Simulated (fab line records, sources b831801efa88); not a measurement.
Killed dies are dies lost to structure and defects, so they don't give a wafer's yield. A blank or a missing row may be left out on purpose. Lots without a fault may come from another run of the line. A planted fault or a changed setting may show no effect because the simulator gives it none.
A struck lot beside a sound one | flow sfq_line | 21 steps out of a route of 325
Sound: wafers L730.3, L730.5, L730.6. Struck: wafer L734.5. (L734.2, L734.3 of the same lot were not struck and are left out.) The cause comes at the end.
At each step with rows: each side's tool, then ch and its chambers, then its first start. Under that, the readings that differ: sound wafers | struck wafers | difference of the means | sigmas: that difference in standard deviations of wafers without a fault.
alike: readings whose means differ by less than 2 such deviations, and words and numbers that are the same on both sides. not compared: withheld readings, readings that some wafer has no value for, bounds like >300 that may hide the same value, and numbers for which the record gives no deviation and whose values overlap.
The two part at a step that has a row with sigmas, a row that says differs or no value, or rows on one side only. Numbers that don't overlap but have no deviation are shown without sigmas and don't part them. A reading that every wafer of one side lacks parts them only if that side has two wafers or more.

first, 4 steps without rows for these wafers: SFQ_TRILAYER_JJ_CE_LITHO_SOFTBAKE_118; SFQ_TRILAYER_JJ_CE_LITHO_EXPOSE_115 (exposes mask J5, target cd 700 nm); SFQ_TRILAYER_JJ_CE_LITHO_PEB_117 (peb time 60 s); SFQ_TRILAYER_JJ_CE_LITHO_DEVELOP_116 (time 60 s).
SFQ_JJ_OVL_MEAS_931:
  sound on overlay-01, day 56 04:51; struck on overlay-01, day 56 09:38
  alike: J5_OVL
SFQ_TRILAYER_JJ_CE_METRO_MEASURE_117:
  sound on cd_sem-02, day 56 05:16; struck on cd_sem-02, day 56 09:52
  alike: cd_nm
SFQ_TRILAYER_JJ_CE_BARC_OPEN_RIE_150: chemistry O2, target BARC, target depth 240 nm, time 80 s.
  sound on rie_metal-02 ch 0,1, day 56 06:07; struck on rie_metal-02 ch 0, day 56 10:52
  alike: drypump_motor_current_A, oes_product_au
  not compared: rf_hours_counter_h
SFQ_TRILAYER_JJ_CE_ETCH_RIE_118: chemistry SF6, target Nb, stops on Al2O3, time 97.7 s, target depth 170 nm.
  sound on rie_metal-02 ch 0,1, day 56 06:12; struck on rie_metal-02 ch 0, day 56 10:58
  alike: drypump_motor_current_A, oes_product_au
  not compared: rf_hours_counter_h
then, 1 step without rows for these wafers: SFQ_TRILAYER_JJ_ANODIZE_ANODIZE_119.
SFQ_TRILAYER_JJ_CE_STRIP_STRIP_120: strips in O2.
  sound on rie_metal-01 ch 0,1, day 56 06:58; struck on rie_metal-01 ch 0, day 56 11:34
  alike: drypump_motor_current_A, oes_product_au
  not compared: rf_hours_counter_h
then, 2 steps without rows for these wafers: SFQ_TRILAYER_JJ_CE_STRIP_SOLV_CLEAN_121 (cleans in NMP, time 600 s); SFQ_TRILAYER_M5_LITHO_COAT_128 (resist thk 62 nm).
SFQ_TRILAYER_M5_LITHO_COAT_123: resist thk 600 nm.
  sound on litho_track-01 ch 0, day 56 07:58; struck on litho_track-02 ch 0, day 56 12:47
  reading                                             | sound             | struck | difference | sigmas
  model.KrF_of_TRILAYER_M5_LITHO_COAT_123.thk_nm (nm) | 598.8 601.8 599.2 | 648.6  | +48.7      |
  alike: exhaust_pa
then, 4 steps without rows for these wafers: SFQ_TRILAYER_M5_LITHO_SOFTBAKE_127; SFQ_TRILAYER_M5_LITHO_EXPOSE_124 (exposes mask M5, target cd 700 nm); SFQ_TRILAYER_M5_LITHO_PEB_126 (peb time 60 s); SFQ_TRILAYER_M5_LITHO_DEVELOP_125 (time 60 s).
-- the record jumps here: 5 days lie between the struck wafers' starts before and after --
SFQ_M5_OVL_MEAS_932:
  sound on overlay-01, day 61 04:28; struck on overlay-02, day 61 18:20
  alike: M5_OVL
SFQ_TRILAYER_M5_BARC_OPEN_METAL_ETCH_161: etches BARC in O2, target depth 125 nm, time 41.7 s.
  sound on rie_metal-02 ch 0,1, day 61 04:31; struck on rie_metal-02 ch 0, day 61 18:22
  alike: drypump_motor_current_A, oes_product_au
  not compared: rf_hours_counter_h
SFQ_TRILAYER_M5_ETCH_METAL_ETCH_126: etches Nb in Cl2/BCl3, stops on SiO2, time 203.2 s, target depth 265 nm.
  sound on rie_metal-02 ch 0,1, day 61 04:37; struck on rie_metal-02 ch 0, day 61 18:25
  reading                                             | sound             | struck | difference | sigmas
  model.KrF_of_TRILAYER_M5_LITHO_COAT_123.thk_nm (nm) | 366.2 365.7 367.4 | 415    | +49        |
  alike: drypump_motor_current_A, oes_product_au
  not compared: rf_hours_counter_h
then, 1 step without rows for these wafers: SFQ_TRILAYER_M5_STRIP_STRIP_127 (strips in O2).

WHERE THEY PART
Nowhere in this record.

WHY: what the simulator had put in
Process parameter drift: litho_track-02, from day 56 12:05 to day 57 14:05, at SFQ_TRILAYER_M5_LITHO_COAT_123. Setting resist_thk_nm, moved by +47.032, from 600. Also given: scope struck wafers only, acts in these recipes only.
